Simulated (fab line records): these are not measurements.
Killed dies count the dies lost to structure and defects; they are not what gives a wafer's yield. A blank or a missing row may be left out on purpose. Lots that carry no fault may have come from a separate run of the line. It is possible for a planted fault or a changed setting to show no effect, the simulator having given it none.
What tool caused it? + flow gf180mcu + 34 wafers from 12 lots sampled at 6 of the route's 602 steps

## WHAT EACH GAUGE READ, for each wafer
GF_STI_THK_MEAS_02.
| lot  | measured    | on            | STI_OXIDATION_THK (nm) |
|------|-------------|---------------|------------------------|
| L176 | day 1 12:05 | film-metro-04 | 9.78 9.86 9.87         |
| L178 | day 1 21:32 | film-metro-04 | 10.36 10.46 10.58      |
| L179 | day 2 02:31 | film-metro-01 | 10.61 10.58 10.54      |
| L180 | day 2 07:31 | film-metro-04 | 9.92 9.80 9.91         |
| L185 | day 3 08:32 | film-metro-01 | 10.21 10.18            |
| L186 | day 3 13:38 | film-metro-01 | 10.06 10.00            |
| L190 | day 4 10:10 | film-metro-02 | 10.61 10.35 10.39      |
| L192 | day 4 19:31 | film-metro-01 | 9.92 10.03 9.73        |
| L193 | day 5 00:31 | film-metro-04 | 10.02 9.99 9.83        |
| L194 | day 5 06:07 | film-metro-04 | 9.97 10.00 9.94        |
| L198 | day 6 01:31 | film-metro-01 | 10.10 10.12 10.11      |
| L199 | day 6 07:13 | film-metro-02 | 10.35 10.31 10.29      |

GF_MVSD_OVL_MEAS_07.
| lot  | measured    | on         | MVSD_OVL (nm)  |
|------|-------------|------------|----------------|
| L176 | day 4 10:07 | overlay-02 | 2.0 1.8 3.3    |
| L178 | day 4 20:10 | overlay-01 | 1.6 -0.4 0.9   |
| L179 | day 5 04:55 | overlay-01 | 0.9 1.3 0.2    |
| L180 | day 5 08:31 | overlay-01 | -2.7 -0.4 -1.6 |
| L185 | day 6 18:05 | overlay-01 | -2.0 0.5       |
| L186 | day 6 21:38 | overlay-01 | 1.5 0.9        |
| L190 | day 7 18:22 | overlay-01 | 1.3 -0.5 -0.4  |
| L192 | day 8 07:45 | overlay-01 | 1.1 1.2 0.4    |
| L193 | day 8 12:22 | overlay-01 | 1.4 0.4 1.3    |
| L194 | day 8 18:37 | overlay-02 | 1.0 1.8 0.7    |
| L198 | day 9 18:29 | overlay-01 | 1.8 1.5 3.3    |
| L199 | day 9 23:38 | overlay-01 | 0.3 1.8 0.0    |

GF_CONTACT_CD_MEAS_14: the cd target is 220 nm.
| lot  | measured     | on        | cd-nm (nm)        |
|------|--------------|-----------|-------------------|
| L176 | day 16 06:11 | cd-sem-02 | 219.4 219.7 220.3 |
| L178 | day 16 17:44 | cd-sem-01 | 219.7 218.6 219.5 |
| L179 | day 17 09:27 | cd-sem-02 | 220.6 220.9 220.2 |
| L180 | day 17 10:47 | cd-sem-01 | 222.4 223.6 222.0 |
| L185 | day 19 12:50 | cd-sem-02 | 219.7 220.8       |
| L186 | day 19 22:35 | cd-sem-01 | 219.8 220.5       |
| L190 | day 21 05:05 | cd-sem-02 | 218.8 219.1 217.9 |
| L192 | day 21 19:15 | cd-sem-02 | 217.9 218.1 217.9 |
| L193 | day 22 04:50 | cd-sem-01 | 219.8 219.1 219.3 |
| L194 | day 22 10:23 | cd-sem-01 | 221.9 220.2 220.5 |
| L198 | day 23 20:00 | cd-sem-01 | 222.3 222.7 221.0 |
| L199 | day 24 04:43 | cd-sem-01 | 219.0 218.5 219.1 |

## WHICH TOOL RAN EACH LOT (tool, then ch and the chambers of the sampled wafers, then the start)
| lot  | GF_STI_ETCH_13                    | GF_STI_ETCH_14                  | GF_STI_STRIP_15                     |
|------|-----------------------------------|---------------------------------|-------------------------------------|
| L176 | rie-diel-04 ch 2,3, day 2 01:31   | rie-si-01 ch 0,1,2, day 2 01:36 | plasma-asher-01 ch 0,1, day 2 01:42 |
| L178 | rie-diel-01 ch 0,1, day 2 11:01   | rie-si-01 ch 1,2,3, day 2 11:06 | plasma-asher-01 ch 0,1, day 2 11:12 |
| L179 | rie-diel-01 ch 0,1, day 2 16:59   | rie-si-01 ch 1,3, day 2 17:04   | plasma-asher-01 ch 0,1, day 2 17:08 |
| L180 | rie-diel-01 ch 0,1,3, day 2 21:41 | rie-si-02 ch 0,2,3, day 2 21:46 | plasma-asher-03 ch 0,1, day 2 21:50 |
| L185 | rie-diel-01 ch 1,3, day 4 00:04   | rie-si-01 ch 1,2, day 4 00:09   | plasma-asher-01 ch 0,1, day 4 00:15 |
| L186 | rie-diel-01 ch 0,3, day 4 04:17   | rie-si-02 ch 0, day 4 04:22     | plasma-asher-02 ch 1, day 4 04:28   |
| L190 | rie-diel-03 ch 0,2, day 5 01:14   | rie-si-02 ch 0,1,3, day 5 01:19 | plasma-asher-02 ch 0,1, day 5 01:23 |
| L192 | rie-diel-03 ch 0,3, day 5 11:34   | rie-si-01 ch 1,3, day 5 11:39   | plasma-asher-02 ch 0,1, day 5 11:43 |
| L193 | rie-diel-03 ch 0,2, day 5 16:38   | rie-si-01 ch 1,2,3, day 5 16:43 | plasma-asher-02 ch 0,1, day 5 16:47 |
| L194 | rie-diel-03 ch 2,3, day 5 22:16   | rie-si-02 ch 1,2,3, day 5 22:21 | plasma-asher-03 ch 0,1, day 5 22:25 |
| L198 | rie-diel-04 ch 0,1, day 6 19:13   | rie-si-02 ch 1,2,3, day 6 19:18 | plasma-asher-03 ch 0,1, day 6 19:22 |
| L199 | rie-diel-04 ch 0,2,3, day 7 00:56 | rie-si-01 ch 1,2,3, day 7 01:01 | plasma-asher-03 ch 0,1, day 7 01:08 |
- GF_STI_ETCH_13: etches the open film in CHF3/O2, stops on Si, target depth 282.31 nm, time 112.9 s.
- GF_STI_ETCH_14: etches Si in HBr/Cl2/O2, target depth 360 nm, time 102.9 s.
- GF_STI_STRIP_15: strips in O2/N2.

## AS READ BY THE TOOLS THEMSELVES (means over the sampled wafers that have a number; for cases with no such wafer, the mark the record gives instead)
GF_STI_ETCH_13.
| lot  | tool        | drypump-motor-current-A (A) | oes-product-au (a.u.) | throttle-valve-pct (%) |
|------|-------------|-----------------------------|-----------------------|------------------------|
| L176 | rie-diel-04 | 6.0                         | 0.835                 | 8.809                  |
| L178 | rie-diel-01 | 6.0                         | 0.832                 | 8.813                  |
| L179 | rie-diel-01 | 5.8                         | 0.834                 | 8.804                  |
| L180 | rie-diel-01 | 5.9                         | 0.828                 | 8.808                  |
| L185 | rie-diel-01 | 5.8                         | 0.827                 | 8.809                  |
| L186 | rie-diel-01 | 6.0                         | 0.832                 | 8.802                  |
| L190 | rie-diel-03 | 5.3                         | 0.832                 | 8.810                  |
| L192 | rie-diel-03 | 5.8                         | 0.838                 | 8.814                  |
| L193 | rie-diel-03 | 5.7                         | 0.824                 | 8.808                  |
| L194 | rie-diel-03 | 5.1                         | 0.836                 | 8.815                  |
| L198 | rie-diel-04 | 5.5                         | 0.829                 | 8.810                  |
| L199 | rie-diel-04 | 5.8                         | 0.837                 | 8.812                  |

GF_STI_ETCH_14.
| lot  | tool      | drypump-motor-current-A (A) | mfc-cl2-sccm (sccm) | oes-product-au (a.u.) | throttle-valve-pct (%) |
|------|-----------|-----------------------------|---------------------|-----------------------|------------------------|
| L176 | rie-si-01 | 5.7                         | 39.85               | 1.006                 | 25.656                 |
| L178 | rie-si-01 | 5.7                         | 39.90               | 1.007                 | 25.651                 |
| L179 | rie-si-01 | 5.3                         | 39.98               | 1.001                 | 25.661                 |
| L180 | rie-si-02 | 5.2                         | 40.07               | 1.004                 | 25.649                 |
| L185 | rie-si-01 | 6.0                         | 39.93               | 0.898                 | 25.724                 |
| L186 | rie-si-02 | 5.4                         | 40.19               | 0.918                 | 25.714                 |
| L190 | rie-si-02 | 5.5                         | 40.01               | 1.005                 | 25.657                 |
| L192 | rie-si-01 | 5.6                         | 40.03               | 0.995                 | 25.657                 |
| L193 | rie-si-01 | 5.7                         | 39.98               | 1.000                 | 25.663                 |
| L194 | rie-si-02 | 5.5                         | 39.98               | 0.988                 | 25.676                 |
| L198 | rie-si-02 | 5.5                         | 40.06               | 0.994                 | 25.668                 |
| L199 | rie-si-01 | 5.6                         | 40.08               | 1.002                 | 25.660                 |

GF_STI_STRIP_15.
| lot  | tool            | drypump-motor-current-A (A) | heater-power-w (W) | o2-flow-sccm (sccm) | oes-product-au (a.u.) | strip-time-to-endpoint-s (s) |
|------|-----------------|-----------------------------|--------------------|---------------------|-----------------------|------------------------------|
| L176 | plasma-asher-01 | 5.5                         | 342                | 3000                | 0.376                 | 3.71                         |
| L178 | plasma-asher-01 | 5.5                         | 347                | 2996                | 0.384                 | 3.73                         |
| L179 | plasma-asher-01 | 5.5                         | 345                | 3006                | 0.382                 | 3.74                         |
| L180 | plasma-asher-03 | 5.8                         | 341                | 2990                | 0.382                 | 3.76                         |
| L185 | plasma-asher-01 | 5.5                         | 344                | 3005                | 0.397                 | 4.03                         |
| L186 | plasma-asher-02 | 5.6                         | 322                | 3000                | 0.403                 | 4.33                         |
| L190 | plasma-asher-02 | 5.9                         | 348                | 3008                | 0.382                 | 3.73                         |
| L192 | plasma-asher-02 | 6.1                         | 370                | 2991                | 0.388                 | 3.76                         |
| L193 | plasma-asher-02 | 6.1                         | 367                | 3002                | 0.385                 | 3.72                         |
| L194 | plasma-asher-03 | 5.8                         | 340                | 3004                | 0.387                 | 3.76                         |
| L198 | plasma-asher-03 | 6.2                         | 368                | 3012                | 0.387                 | 3.75                         |
| L199 | plasma-asher-03 | 6.1                         | 367                | 2996                | 0.382                 | 3.74                         |

## THE ANSWER, worked out from the rows above alone
Rule: what is usual is taken from the lots themselves. Put in order of their means at a reading, lots are off if they are a third of the lots or fewer, leave a main group of 4 or more, and stand apart from it by a gap of 3 or more times the standard deviation of the main group's means; of several such gaps the widest counts. A main group whose means are all the same, to the digits that the tables above print for the reading, isn't used. Also off: a lot with no number at a reading for which 4 or more lots have one. Where the step has rows for the other lots, those lots are counted as sound. The gauges are gone through in route order, then the tools' own readings, and for those a lot's mean is taken as printed above. The first step at which some lot is off is used, and at that step the reading that is off furthest; a lot without a number counts as furthest.
Off: L185, L186, at GF_STI_ETCH_14 (oes-product-au). Mean 1.000 a.u. and standard deviation 0.0058 in the main group.
If a tool, at that step or one of the process steps before it, ran each lot that is off and ran no sound lot following the first of them, it fits. One fits: rie-diel-01 at GF_STI_ETCH_13. Its last sound lot is L180 (day 2 21:41), its first lot that is off L185 (day 4 00:04): a fault that began between those two fits.

## WHAT HAD BEEN PUT IN BY THE SIMULATOR
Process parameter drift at GF_STI_ETCH_13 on rie-diel-01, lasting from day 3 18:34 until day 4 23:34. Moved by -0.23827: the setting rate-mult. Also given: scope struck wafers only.
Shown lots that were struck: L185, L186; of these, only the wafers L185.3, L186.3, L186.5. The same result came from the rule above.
